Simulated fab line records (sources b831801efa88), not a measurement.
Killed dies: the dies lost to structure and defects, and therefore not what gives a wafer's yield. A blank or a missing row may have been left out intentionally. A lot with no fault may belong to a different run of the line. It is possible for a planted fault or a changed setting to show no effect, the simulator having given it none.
Struck lot and sound lot, side by side :: flow sky130 :: 29 out of 708 route steps
Sound: these wafers, L966.3, L966.4, L966.5. Struck: wafer L980.1 (L980.2, L980.4, from the same lot, were not struck and are left out); the cause is given at the end.
At each step with rows: each side's tool, then ch and its chambers, then its first start. Under that, the readings that differ: sound wafers :: struck wafers :: difference of the means :: sigmas: that difference in standard deviations of wafers without a fault.
alike: readings with means less than 2 such deviations apart, plus words and numbers identical on both sides. not compared: withheld readings, readings lacking a value on some wafer, bounds such as >300 that could conceal the same value, and numbers that have no deviation in the record and whose values overlap.
A row with sigmas, a row that says differs or no value, or rows on one side alone: a step with any of these is where the two part. Numbers that don't overlap but have no deviation are shown without sigmas and don't part them. A reading that every wafer of one side lacks parts them only if that side has two wafers or more.

first, 8 steps without rows for these wafers: SKY_LOCAL_INTERCONNECT_DEHYDRATE_03 (time 60 s); SKY_LOCAL_INTERCONNECT_HMDS_04 (prime time 60 s); SKY_LOCAL_INTERCONNECT_COAT_05 (resist thk 60 nm); SKY_LOCAL_INTERCONNECT_COAT_06 (resist thk 450 nm); SKY_LOCAL_INTERCONNECT_SOFTBAKE_07 (time 90 s); SKY_LOCAL_INTERCONNECT_EXPOSE_08 (exposes mask LI1M, target cd 170 nm); SKY_LOCAL_INTERCONNECT_PEB_09; SKY_LOCAL_INTERCONNECT_DEVELOP_10 (develop time 60 s).
SKY_LOCAL_INTERCONNECT_ETCH_13: etches BARC in N2/H2, stops on SiO2, time 45.9 s, target depth 60 nm.
  sound on rieMetal-02 ch 0,1, day 32 21:44; struck on rieMetal-02 ch 1, day 36 13:10
reading: oesProductAu (a.u.)
sound: 0.856 0.849 0.855
struck: 0.801
difference: -0.052
sigmas: -11

reading: rfHoursCounterH (h)
sound: - - -
struck: 4
difference: no value on the sound wafers
sigmas: 

reading: model.KrF-thick_of_LOCAL_INTERCONNECT_COAT_06.thkNm (nm)
sound: 393.4 395.1 394.4
struck: 411.4
difference: +17.1
sigmas: 

reading: model.etch.depthNm (nm)
sound: 59.84 59.66 60.01
struck: 52.77
difference: -7.07
sigmas: 

reading: model.LOCAL_INTERCONNECT.cdNm (nm)
sound: 169.7 169 169.4
struck: 173.4
difference: +4.0
sigmas: 
  alike: biasW, drypumpMotorCurrentA, throttleValvePct
SKY_LOCAL_INTERCONNECT_METAL_ETCH_14: etches TiN in Cl2/BCl3, stops on PSG, target depth 110 nm, time 31.4 s.
  sound on rieMetal-02 ch 0,1, day 32 21:47; struck on rieMetal-02 ch 1, day 36 13:14
reading: mfcCl2Sccm (sccm)
sound: 59.86 60.24 60.16
struck: 59.63
difference: -0.46
sigmas: -3

reading: oesProductAu (a.u.)
sound: 0.941 0.941 0.939
struck: 0.373
difference: -0.567
sigmas: -71

reading: rfHoursCounterH (h)
sound: - - -
struck: 5
difference: no value on the sound wafers
sigmas: 

reading: throttleValvePct (%)
sound: 21.899 21.895 21.892
struck: 22.256
difference: +0.361
sigmas: +36

reading: model.KrF-thick_of_LOCAL_INTERCONNECT_COAT_06.thkNm (nm)
sound: 348.3 350.6 350
struck: 367.1
difference: +17.5
sigmas: 

reading: model.LOCAL_INTERCONNECT.cdNm (nm)
sound: 170.6 168.3 168.5
struck: 173
difference: +4
sigmas: 
  alike: biasW, drypumpMotorCurrentA
SKY_LOCAL_INTERCONNECT_STRIP_15: strips in O2/N2.
  sound on plasmaAsher-03 ch 0,1, day 32 21:52; struck on plasmaAsher-04 ch 0, day 36 13:17
reading: rfHoursCounterH (h)
sound: - - -
struck: 10
difference: no value on the sound wafers
sigmas: 

reading: stripTimeToEndpointS (s)
sound: 4.695 4.715 4.724
struck: 4.918
difference: +0.207
sigmas: +10
  alike: drypumpMotorCurrentA, oesProductAu
then, 14 steps without rows for these wafers: SKY_LOCAL_INTERCONNECT_STRIP_16 (strips in post etch residue remover, time 1200 s); SKY_LOCAL_INTERCONNECT_CLEAN_17 (cleans in IPA, time 180 s); SKY_LOCAL_INTERCONNECT_CLEAN_18 (cleans in O3/DIW); SKY_CONTACT_CVD_00 (deposits Si3N4, target thk 75 nm); SKY_CONTACT_HDPCVD_02 (deposits SiO2, target thk 565 nm, time 94.2 s); SKY_CONTACT_CMP_04 (polishes SiO2); SKY_CONTACT_DEHYDRATE_06 (time 60 s); SKY_CONTACT_HMDS_07 (prime time 60 s); SKY_CONTACT_COAT_08 (resist thk 60 nm); SKY_CONTACT_COAT_09 (resist thk 450 nm); SKY_CONTACT_SOFTBAKE_10 (time 90 s); SKY_CONTACT_EXPOSE_11 (exposes mask CTM1, target cd 170 nm); SKY_CONTACT_PEB_12; SKY_CONTACT_DEVELOP_13 (develop time 60 s).
SKY_CONTACT_CD_MEAS_14 targets a cd of 170 nm.
  sound on cdSem-02 at day 34 01:11; struck on cdSem-01 at day 37 16:12
  not compared: cdNm
SKY_CONTACT_OVL_MEAS_15:
  sound on overlay-01 at day 34 01:17; struck on overlay-01 at day 37 16:19
  not compared: CONTACT_OVL
then, 1 step without rows for these wafers: SKY_CONTACT_ETCH_16 (etches BARC in N2/H2, stops on SiO2, time 45.9 s, target depth 60 nm).
-- the record jumps here: 13 days lie between the struck wafers' starts before and after (it left off in module CONTACT and takes up again in module PAD_OPEN, whose first step shown is number 708 of the route) --
SKY_PAD_OPEN_PROBE_99:
  sound on prober-02 at day 47 18:29; struck on prober-02 at day 50 07:33
reading: killed_at_M0_to_M3
sound: 62 46 52
struck: 232
difference: +179
sigmas: +27

reading: killed_at_M4_up
sound: 5 2 1
struck: 68
difference: +65
sigmas: +44

reading: killedAtContacts
sound: 32 23 24
struck: 106
difference: +80
sigmas: +16

reading: killedAtFrontEnd
sound: 16 17 10
struck: 6
difference: -8
sigmas: -2

reading: killedAtOther
sound: 0 1 1
struck: 80
difference: +79
sigmas: +99 or more

reading: killedDies
sound: 115 89 88
struck: 492
difference: +395
sigmas: +42

reading: killedOnRim
sound: 27 14 15
struck: 96
difference: +77
sigmas: +20
  alike: killedOpen, killedShort

WHERE THEY PART
Last at SKY_PAD_OPEN_PROBE_99 as far as this record goes, first at SKY_LOCAL_INTERCONNECT_ETCH_13.

WHY: what the simulator had put in
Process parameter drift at SKY_LOCAL_INTERCONNECT_ETCH_13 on rieMetal-02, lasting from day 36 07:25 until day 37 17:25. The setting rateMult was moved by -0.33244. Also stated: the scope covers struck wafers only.
